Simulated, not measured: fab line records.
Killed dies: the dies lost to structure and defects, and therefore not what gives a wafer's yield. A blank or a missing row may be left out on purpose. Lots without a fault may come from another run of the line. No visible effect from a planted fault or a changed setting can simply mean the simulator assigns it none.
What tool caused it? | flow gf180mcu | 42 wafers from 14 lots sampled at 5 of the route's 602 steps

## WHAT THE GAUGES READ, wafer by wafer
GF_HV_LDD_CD_MEAS_07: the cd target is 400 nm.
lot  | measured     | on        | cd-nm (nm)
L779 | day 9 23:15  | cd-sem-02 | 396.9 395.2 397.1
L781 | day 10 11:30 | cd-sem-02 | 399.9 401.0 402.0
L782 | day 10 19:34 | cd-sem-01 | 404.7 404.1 402.6
L783 | day 11 05:48 | cd-sem-01 | 398.9 396.9 399.1
L784 | day 11 15:15 | cd-sem-01 | 404.2 405.7 404.9
L785 | day 12 00:03 | cd-sem-01 | 397.2 395.1 396.6
L786 | day 12 06:21 | cd-sem-02 | 396.5 399.6 397.8
L787 | day 12 11:07 | cd-sem-02 | 401.8 401.3 403.3
L788 | day 12 21:47 | cd-sem-02 | 398.1 397.0 399.7
L789 | day 13 02:58 | cd-sem-02 | 400.4 395.0 400.7
L794 | day 14 13:23 | cd-sem-01 | 402.8 402.0 401.3
L799 | day 16 04:30 | cd-sem-02 | 395.1 395.8 396.8
L800 | day 16 11:45 | cd-sem-01 | 402.3 401.4 403.1
L801 | day 16 17:28 | cd-sem-01 | 401.6 399.7 399.1

GF_HV_LDD_TW_MEAS_11.
lot  | measured     | on            | HV_LDD_TW
L779 | day 9 23:38  | film-metro-03 | 2413 2428 2415
L781 | day 10 11:54 | film-metro-01 | 2372 2388 2383
L782 | day 10 19:58 | film-metro-04 | 2421 2394 2405
L783 | day 11 06:14 | film-metro-03 | 2420 2420 2425
L784 | day 11 15:38 | film-metro-03 | 2432 2434 2430
L785 | day 12 00:27 | film-metro-04 | 2411 2417 2415
L786 | day 12 06:44 | film-metro-03 | 2429 2404 2409
L787 | day 12 11:31 | film-metro-03 | 2392 2399 2396
L788 | day 12 22:10 | film-metro-04 | 2408 2417 2411
L789 | day 13 03:22 | film-metro-01 | 2397 2389 2380
L794 | day 14 13:49 | film-metro-01 | 2399 2417 2390
L799 | day 16 04:55 | film-metro-03 | 2423 2405 2416
L800 | day 16 12:09 | film-metro-01 | 2391 2370 2380
L801 | day 16 17:52 | film-metro-04 | 2391 2396 2397

GF_HV_LDD_TW_MEAS_50.
lot  | measured     | on            | HV_LDD_4_TW
L779 | day 12 07:02 | film-metro-01 | 568 567 564
L781 | day 12 21:34 | film-metro-04 | 573 574 570
L782 | day 13 06:46 | film-metro-01 | 568 570 569
L783 | day 13 18:34 | film-metro-03 | 573 578 575
L784 | day 14 04:50 | film-metro-01 | 572 573 569
L785 | day 14 15:25 | film-metro-03 | 573 573 577
L786 | day 14 20:32 | film-metro-03 | 576 574 573
L787 | day 15 01:13 | film-metro-03 | 574 576 570
L788 | day 15 12:43 | film-metro-03 | 572 573 571
L789 | day 15 19:39 | film-metro-03 | 712 714 716
L794 | day 17 09:38 | film-metro-03 | 719 717 720
L799 | day 19 02:05 | film-metro-04 | 712 713 708
L800 | day 19 08:37 | film-metro-01 | 566 567 568
L801 | day 19 14:43 | film-metro-01 | 563 565 562

## WHAT TOOL EACH LOT RAN ON (gives the tool, then ch and the chambers of the sampled wafers, and finally the start)
lot  | GF_HV_LDD_IMPLANT_48            | GF_HV_LDD_STRIP_49
L779 | implanter-02 ch 0, day 12 06:49 | plasma-asher-01 ch 0,1, day 12 06:56
L781 | implanter-03 ch 0, day 12 21:19 | plasma-asher-03 ch 0,1, day 12 21:28
L782 | implanter-02 ch 0, day 13 06:31 | plasma-asher-03 ch 0,1, day 13 06:40
L783 | implanter-02 ch 0, day 13 18:19 | plasma-asher-02 ch 0,1, day 13 18:28
L784 | implanter-02 ch 0, day 14 04:37 | plasma-asher-01 ch 0,1, day 14 04:45
L785 | implanter-03 ch 0, day 14 15:10 | plasma-asher-01 ch 0,1, day 14 15:19
L786 | implanter-02 ch 0, day 14 20:19 | plasma-asher-02 ch 0,1, day 14 20:27
L787 | implanter-02 ch 0, day 15 00:58 | plasma-asher-03 ch 0,1, day 15 01:07
L788 | implanter-03 ch 0, day 15 12:29 | plasma-asher-02 ch 0,1, day 15 12:37
L789 | implanter-03 ch 0, day 15 18:56 | plasma-asher-01 ch 0,1, day 15 19:32
L794 | implanter-02 ch 0, day 17 09:04 | plasma-asher-03 ch 0,1, day 17 09:31
L799 | implanter-03 ch 0, day 19 01:22 | plasma-asher-03 ch 0,1, day 19 01:56
L800 | implanter-02 ch 0, day 19 08:22 | plasma-asher-01 ch 0,1, day 19 08:31
L801 | implanter-03 ch 0, day 19 14:29 | plasma-asher-03 ch 0,1, day 19 14:37
- GF_HV_LDD_IMPLANT_48
- GF_HV_LDD_STRIP_49: strips in O2/N2.

## AS READ BY THE TOOLS THEMSELVES (means over the sampled wafers that have a number; for cases with no such wafer, the mark the record gives instead)
GF_HV_LDD_STRIP_49.
lot  | tool            | drypump-motor-current-A (A) | heater-power-w (W) | oes-product-au (a.u.) | strip-time-to-endpoint-s (s)
L779 | plasma-asher-01 | 5.6                         | 316                | 0.708                 | 12.62
L781 | plasma-asher-03 | 5.4                         | 342                | 0.712                 | 12.58
L782 | plasma-asher-03 | 5.4                         | 344                | 0.719                 | 12.62
L783 | plasma-asher-02 | 5.5                         | 358                | 0.715                 | 12.60
L784 | plasma-asher-01 | 5.7                         | 327                | 0.717                 | 12.61
L785 | plasma-asher-01 | 5.6                         | 319                | 0.718                 | 12.57
L786 | plasma-asher-02 | 5.9                         | 315                | 0.711                 | 12.64
L787 | plasma-asher-03 | 5.1                         | 416                | 0.712                 | 12.67
L788 | plasma-asher-02 | 5.9                         | 322                | 0.713                 | 12.66
L789 | plasma-asher-01 | 5.6                         | 322                | 0.719                 | 12.61
L794 | plasma-asher-03 | 5.4                         | 346                | 0.716                 | 12.64
L799 | plasma-asher-03 | 5.4                         | 332                | 0.715                 | 12.61
L800 | plasma-asher-01 | 5.6                         | 318                | 0.713                 | 12.61
L801 | plasma-asher-03 | 5.1                         | 387                | 0.712                 | 12.64

## THE ANSWER, worked out from the rows above alone
Rule: the lots themselves supply what counts as usual. Put in order of their means at a reading, lots are off if they are a third of the lots or fewer, leave a main group of 4 or more, and stand apart from it by a gap of 3 or more times the standard deviation of the main group's means; of several such gaps the widest counts. The tables above print the reading to a certain number of digits; a main group whose means all agree to those digits is not used. Also off: a lot with no number at a reading for which 4 or more lots have one. All remaining lots with rows at the step are treated as sound. Order of review: gauges by route order, followed by the tools' own readings, for which a lot's mean as printed above is used. The first step at which some lot is off is used, and at that step the reading that is off furthest; a lot without a number counts as furthest.
Off: L789, L794, L799, at GF_HV_LDD_TW_MEAS_50 (HV_LDD_4_TW). Main group: mean 571, sd 3.7.
If a tool, at a process step before that reading, ran all the lots that are off and no sound lot after the first of them, it fits. Those tools and the gauges at GF_HV_LDD_TW_MEAS_50 are tried in the same way. Not one of the candidates tried fits.

## WHAT THE SIMULATOR HAD INSERTED
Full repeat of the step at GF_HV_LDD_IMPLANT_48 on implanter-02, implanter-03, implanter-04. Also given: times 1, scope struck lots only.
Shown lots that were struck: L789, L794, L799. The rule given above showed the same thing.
